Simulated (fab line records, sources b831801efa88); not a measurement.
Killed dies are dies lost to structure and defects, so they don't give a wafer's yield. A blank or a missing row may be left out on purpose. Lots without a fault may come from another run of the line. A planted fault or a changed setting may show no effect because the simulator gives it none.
One fault seen from 2 desks | flow sky130 | each desk has only its own numbers; what lay behind them comes last

THE TOOL OWNER'S DESK: implanter-04
The tool's own readings at SKY_NWELL_IMPLANT_11: means of the sampled wafers that have a number, for each lot that ran on this tool. A lot is out of limits, marked OUT, if its mean lies more than 4 standard deviations from the usual mean; the brackets give that distance.
Columns: A = beam_energy_keV at SKY_NWELL_IMPLANT_11, usual 400.00
lot  | first seen here | A
L488 | day 4 13:53     | 399.92
L491 | day 5 09:02     | 399.98
L493 | day 5 19:28     | 399.88
L495 | day 6 11:08     | 400.13
L498 | day 7 03:58     | 399.82
L500 | day 7 10:38     | 399.99
L505 | day 8 16:49     | 345.40 (-99 or more) OUT
L506 | day 8 21:08     | 345.20 (-99 or more) OUT
L507 | day 9 02:49     | 345.11 (-99 or more) OUT
This desk's finding: out of limits on L505, L506, L507; first on L505, day 8 16:49 (beam_energy_keV at SKY_NWELL_IMPLANT_11). In limits: L488, L491, L493, L495, L498, L500.

THE METROLOGY DESK
What the gauges read, lot by lot, whatever tool the lot ran on: means of the sampled wafers that have a number. A lot is out of limits, marked OUT, if its mean lies more than 4 standard deviations from the usual mean; the brackets give that distance.
Columns: A = NWELL_TW at SKY_NWELL_TW_MEAS_15, usual 1826; B = NWELL_RS at SKY_NWELL_RS_MEAS_29, usual 624.9 ohm/sq
lot  | first seen here | A    | B
L488 | day 4 14:26     | 1828 | 623.9
L489 | day 4 19:35     | 1835 | 625.1
L490 | day 5 05:10     | 1830 | 622.9
L491 | day 5 09:34     | 1819 | 626.1
L493 | day 5 20:01     | 1850 | 623.4
L494 | day 6 00:23     | 1824 | 627.4
L495 | day 6 11:39     | 1807 | 626.3
L496 | day 6 14:17     | 1820 | 626.0
L497 | day 6 22:38     | 1839 | 624.8
L498 | day 7 04:29     | 1816 | 624.9
L500 | day 7 11:08     | 1822 | 626.2
L505 | day 8 17:22     | 1797 | 648.9 (+18) OUT
L506 | day 8 21:40     | 1810 | 648.8 (+18) OUT
L507 | day 9 03:22     | 1785 | 648.0 (+18) OUT
L511 | day 10 06:14    | 1829 | 623.9
This desk's finding: out of limits on L505, L506, L507; first on L505, day 9 15:02 (NWELL_RS at SKY_NWELL_RS_MEAS_29). In limits: L488, L489, L490, L491, L493, L494, L495, L496, L497, L498, L500, L511.

PUT TOGETHER
The tool owner's desk could have raised an alarm at day 8 16:49, on L505, L506, L507.
The metrology desk could have raised an alarm at day 9 15:02, on L505, L506, L507.
Of the lots named, all ran SKY_NWELL_IMPLANT_11 on implanter-04.

WHAT THE SIMULATOR HAD PUT IN
Process parameter drift: implanter-04, from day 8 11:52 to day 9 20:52, at SKY_NWELL_IMPLANT_11. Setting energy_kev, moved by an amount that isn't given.
Lots struck among those shown: L505, L506, L507.
Hours from the fault's start to each desk's first reading out of limits: the tool owner's desk, 5; the metrology desk, 27.
